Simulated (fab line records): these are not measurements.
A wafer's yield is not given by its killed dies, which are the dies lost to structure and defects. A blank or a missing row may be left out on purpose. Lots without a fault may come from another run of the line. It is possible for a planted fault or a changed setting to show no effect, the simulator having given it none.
A struck lot beside a sound one || flow sfqLine || 37 steps out of a route of 325
Sound: wafers L798.1, L798.5, L798.6. Struck: wafer L797.6 (left out: L797.1, L797.2 of the same lot, which were not struck); the cause appears at the end.
Per side, at each step with rows, come the tool, then ch with its chambers, and then its first start. Under that, the readings that differ: sound wafers || struck wafers || difference of the means || sigmas: that difference in standard deviations of wafers without a fault.
alike: readings whose means differ by less than 2 such deviations, and words and numbers that are the same on both sides. not compared: withheld readings, readings that some wafer has no value for, bounds like >300 that may hide the same value, and numbers for which the record gives no deviation and whose values overlap.
Wherever a step has rows on one side only, a row that says differs or no value, or a row with sigmas, the two part there. Numbers that have no deviation but don't overlap get no sigmas and don't part them. A reading that every wafer of one side lacks parts them only if that side has two wafers or more.

SFQ_R5_THK_MEAS_934: measures by xrf.
  sound: filmMetro-03 at day 62 09:48; struck: filmMetro-02 at day 62 07:37
  alike: R5_MONX_THK
then, 6 steps without rows for these wafers: SFQ_TRILAYER_R5_LITHO_COAT_141 (resist thk 62 nm); SFQ_TRILAYER_R5_LITHO_COAT_136 (resist thk 600 nm); SFQ_TRILAYER_R5_LITHO_SOFTBAKE_140; SFQ_TRILAYER_R5_LITHO_EXPOSE_137 (exposes mask R5, target cd 500 nm); SFQ_TRILAYER_R5_LITHO_PEB_139 (peb time 60 s); SFQ_TRILAYER_R5_LITHO_DEVELOP_138 (time 60 s).
-- the record jumps here: 5 days lie between the struck wafers' starts before and after --
SFQ_R5_OVL_MEAS_935:
  sound: overlay-02 at day 67 00:38; struck: overlay-02 at day 66 23:26
{"reading": "R5_OVL (nm)", "sound": "-6 -7 -7", "struck": 6, "difference": "+13", "sigmas": "+2"}
then, 1 step without rows for these wafers: SFQ_TRILAYER_R5_BARC_OPEN_METAL_ETCH_177 (etches BARC in O2, target depth 125 nm, time 41.7 s).
SFQ_TRILAYER_R5_ETCH_METAL_ETCH_139: etches the open film in Cl2, stops on SiO2, target depth 60 nm, time 40 s.
  sound on rieMetal-02 ch 0,1, day 67 00:44; struck on rieMetal-03 ch 0, day 66 23:32
{"reading": "drypumpMotorCurrentA (A)", "sound": "6.4 6.4 6.8", "struck": 5.5, "difference": -1.0, "sigmas": -2}
  alike: chamberPressureMTorr, oesProductAu
  not compared: rfHoursCounterH
SFQ_TRILAYER_R5_STRIP_STRIP_140: strips in O2.
  sound on rieMetal-02 ch 0,1, day 67 00:47; struck on rieMetal-03 ch 0, day 66 23:35
{"reading": "drypumpMotorCurrentA (A)", "sound": "6.4 6.4 6.8", "struck": 5.4, "difference": -1.1, "sigmas": -2}
  alike: chamberPressureMTorr, oesProductAu, platenTempC
  not compared: rfHoursCounterH
then, 1 step without rows for these wafers: SFQ_TRILAYER_R5_STRIP_SOLV_CLEAN_141 (cleans in NMP, time 600 s).
SFQ_TRILAYER_A5C_DEP_PECVD_142: deposits SiO2 from SiH4/N2O, time 15.556 s, target thk 70 nm.
  sound on pecvd-01 ch 0,2, day 67 01:34; struck on pecvd-02 ch 2, day 67 00:22
{"reading": "model.SiO2_of_TRILAYER_A5C_DEP_PECVD_142.thkNm (nm)", "sound": "68.95 70.06 68.87", "struck": 75.67, "difference": "+6.38", "sigmas": ""}
  alike: chamberPressureTorr, heaterPowerW, susceptorTempC, throttleValvePct
then, 6 steps without rows for these wafers: SFQ_TRILAYER_I5_LITHO_COAT_149 (resist thk 62 nm); SFQ_TRILAYER_I5_LITHO_COAT_144 (resist thk 650 nm); SFQ_TRILAYER_I5_LITHO_SOFTBAKE_148; SFQ_TRILAYER_I5_LITHO_EXPOSE_145 (exposes mask I5, target cd 700 nm); SFQ_TRILAYER_I5_LITHO_PEB_147 (peb time 60 s); SFQ_TRILAYER_I5_LITHO_DEVELOP_146 (time 60 s).
-- the record jumps here: 4 days lie between the struck wafers' starts before and after --
SFQ_I5_OVL_MEAS_936:
  sound: overlay-01 at day 71 07:46; struck: overlay-02 at day 71 06:34
  alike: I5_OVL
then, 1 step without rows for these wafers: SFQ_TRILAYER_I5_BARC_OPEN_VIA_ETCH_200 (etches BARC in O2, target depth 125 nm, time 41.7 s).
SFQ_TRILAYER_I5_ETCH_VIA_ETCH_147: etches the open film in CHF3, stops on Nb, target depth 360 nm.
  sound on rieDiel-03 ch 0,3, day 71 07:50; struck on rieDiel-04 ch 1, day 71 06:38
  alike: chamberPressureMTorr, drypumpMotorCurrentA, oesProductAu
SFQ_TRILAYER_I5_STRIP_STRIP_148: strips in O2.
  sound on rieMetal-03 ch 0,1, day 71 07:59; struck on rieMetal-01 ch 0, day 71 06:47
  alike: chamberPressureMTorr, drypumpMotorCurrentA, oesProductAu, platenTempC
  not compared: rfHoursCounterH
then, 7 steps without rows for these wafers: SFQ_TRILAYER_I5_STRIP_SOLV_CLEAN_149 (cleans in NMP, time 600 s); SFQ_TRILAYER_C5_LITHO_COAT_156 (resist thk 62 nm); SFQ_TRILAYER_C5_LITHO_COAT_151 (resist thk 650 nm); SFQ_TRILAYER_C5_LITHO_SOFTBAKE_155; SFQ_TRILAYER_C5_LITHO_EXPOSE_152 (exposes mask C5, target cd 500 nm); SFQ_TRILAYER_C5_LITHO_PEB_154 (peb time 60 s); SFQ_TRILAYER_C5_LITHO_DEVELOP_153 (time 60 s).
-- the record jumps here: 4 days lie between the struck wafers' starts before and after --
SFQ_C5_OVL_MEAS_937:
  sound: overlay-01 at day 75 16:34; struck: overlay-01 at day 75 14:10
  alike: C5_OVL
SFQ_TRILAYER_C5_BARC_OPEN_VIA_ETCH_210: etches BARC in O2, target depth 125 nm, time 41.7 s.
  sound on rieDiel-02 ch 2,3, day 75 16:35; struck on rieDiel-01 ch 1, day 75 14:11
  alike: chamberPressureMTorr, drypumpMotorCurrentA, oesProductAu
  not compared: rfHoursCounterH
SFQ_TRILAYER_C5_ETCH_VIA_ETCH_154: etches SiO2 in CHF3, stops on Nb, target depth 84 nm.
  sound on rieDiel-02 ch 2,3, day 75 16:38; struck on rieDiel-01 ch 1, day 75 14:14
{"reading": "oesProductAu (a.u.)", "sound": "0.891 0.904 0.885", "struck": 0.928, "difference": "+0.035", "sigmas": "+4"}
{"reading": "model.etch.depthNm (nm)", "sound": "68.95 70.06 68.87", "struck": 75.67, "difference": "+6.38", "sigmas": ""}
{"reading": "model.C5.featureDepthNm (nm)", "sound": "68.95 70.06 68.87", "struck": 75.67, "difference": "+6.38", "sigmas": ""}
  alike: chamberPressureMTorr, drypumpMotorCurrentA
then, 2 steps without rows for these wafers: SFQ_TRILAYER_C5_STRIP_STRIP_155 (strips in O2); SFQ_TRILAYER_C5_STRIP_SOLV_CLEAN_156 (cleans in NMP, time 600 s).
SFQ_TRILAYER_M6_DEP_PRE_CLEAN_158: time 22.5 s.
  sound: pvdSputter-06 at day 75 17:28; struck: pvdSputter-03 at day 75 15:04
{"reading": "model.SiO2_of_TRILAYER_A5C_DEP_PECVD_142.thkNm (nm)", "sound": "61.45 62.56 61.37", "struck": 68.17, "difference": "+6.38", "sigmas": ""}
then, 1 step without rows for these wafers: SFQ_TRILAYER_M6_DEP_SPUTTER_157 (material Nb, target thk 200 nm, time 133.3 s).

## WHERE THEY PART
First at SFQ_R5_OVL_MEAS_935; last, within this record, at SFQ_TRILAYER_C5_ETCH_VIA_ETCH_154.

WHY: whatever the simulator had introduced
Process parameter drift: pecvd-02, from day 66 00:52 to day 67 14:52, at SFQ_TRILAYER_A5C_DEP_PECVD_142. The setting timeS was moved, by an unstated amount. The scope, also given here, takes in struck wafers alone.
